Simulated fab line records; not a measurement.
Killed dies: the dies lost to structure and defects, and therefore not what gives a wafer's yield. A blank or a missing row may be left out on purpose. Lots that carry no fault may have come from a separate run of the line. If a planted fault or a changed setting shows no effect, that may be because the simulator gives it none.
Problem report in the 8D (eight disciplines) form, filled by code ; flow sky130 ; the parts of the form that need people (team, actions taken, sign-off) are left out

== 1. PROBLEM STATEMENT ==
killed_at_front_end at SKY_PAD_OPEN_PROBE_99 reads a mean of 72 on 6 wafers of 2 lots; wafers without a fault read 14 with a standard deviation of 4.4. That is +13 standard deviations from the usual mean.
First observed at day 46 07:02: wafer L322.2, on prober-02. Wafers with a number at this step in the record: 9, from 3 lots. By rule, "out" or "out of limits" means more than 4 standard deviations away from the usual mean. All remaining wafers that have a number are taken as sound.

== 2. WHAT IT IS, WHAT IT ISN'T ==
question;is;is not
which readings at this step;killed_at_front_end, killed_dies;killed_at_M0_to_M3, killed_at_M4_up, killed_at_contacts, killed_at_other, killed_short
which lots;L322, L323;L336
which wafers of those lots;all that have a number;-
read on which tools;prober-01, prober-02;-
when;from day 46 07:02;"up to then (0 sound wafers); but 3 sound wafers of L336 came after"

== 3. WHAT RULES OUT EACH SUSPECT ==
Counting: a tool stays on the suspect list if, at a process step up to the reading, it processed all lots that are out and no sound lot following the first of them.
- lpcvd-02 at SKY_SONOS_ONO_CVD_02 (deposits Si3N4 from DCS/NH3, target thk 10.5 nm, time 180 s): ruled out as a lasting fault. After its first lot that is out, L322 (day 12 01:30), sound lots L336 ran on it.
- pvd_sputter-01 at SKY_CAPM_SPUTTER_02 (material TiN, target thk 200 nm, time 166.7 s): kept. It ran every lot that is out, first L322 (day 36 19:50), and no sound lot after that.
- rie_diel-01 at SKY_METAL3_ETCH_17 (etches SiO2 in C4F8/O2/Ar, stops on TiN, time 3.9 s, target depth 15 nm): kept. It ran every lot that is out, first L322 (day 39 00:08), and no sound lot after that.
Left after counting: pvd_sputter-01 at SKY_CAPM_SPUTTER_02, rie_diel-01 at SKY_METAL3_ETCH_17.

== 4. THE CAUSE (what the simulator had put in) ==
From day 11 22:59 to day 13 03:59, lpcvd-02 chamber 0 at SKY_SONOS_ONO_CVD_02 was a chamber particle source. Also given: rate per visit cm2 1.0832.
The count ruled it out by mistake, since the rule takes a fault to strike every lot its tool runs from the start of the fault on, and this one did not do so.

== 5. THE CHAIN OF EFFECTS, in route order ==
Each row: a reading whose mean over the struck wafers that have a number lies more than 3 standard deviations from the usual. Only readings for which the record gives a usual standard deviation are gone through. hours: the time from each lot's start at the first step in this table that gives one to its start at this step, as a median over the lots. sigmas: the change in usual standard deviations.
hours;step;reading;usual;on struck wafers;change;sigmas
0;SKY_PAD_OPEN_PROBE_99;killed_at_front_end;14;72;+58;+13
0;SKY_PAD_OPEN_PROBE_99;killed_dies;87;136;+49;+5.4
Here are the process steps it includes:
- SKY_PAD_OPEN_PROBE_99

== 6. WHAT WOULD HAVE CAUGHT IT SOONER ==
In this record no reading fell out of limits until day 46 07:02, 824 hours after the fault had begun at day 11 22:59.
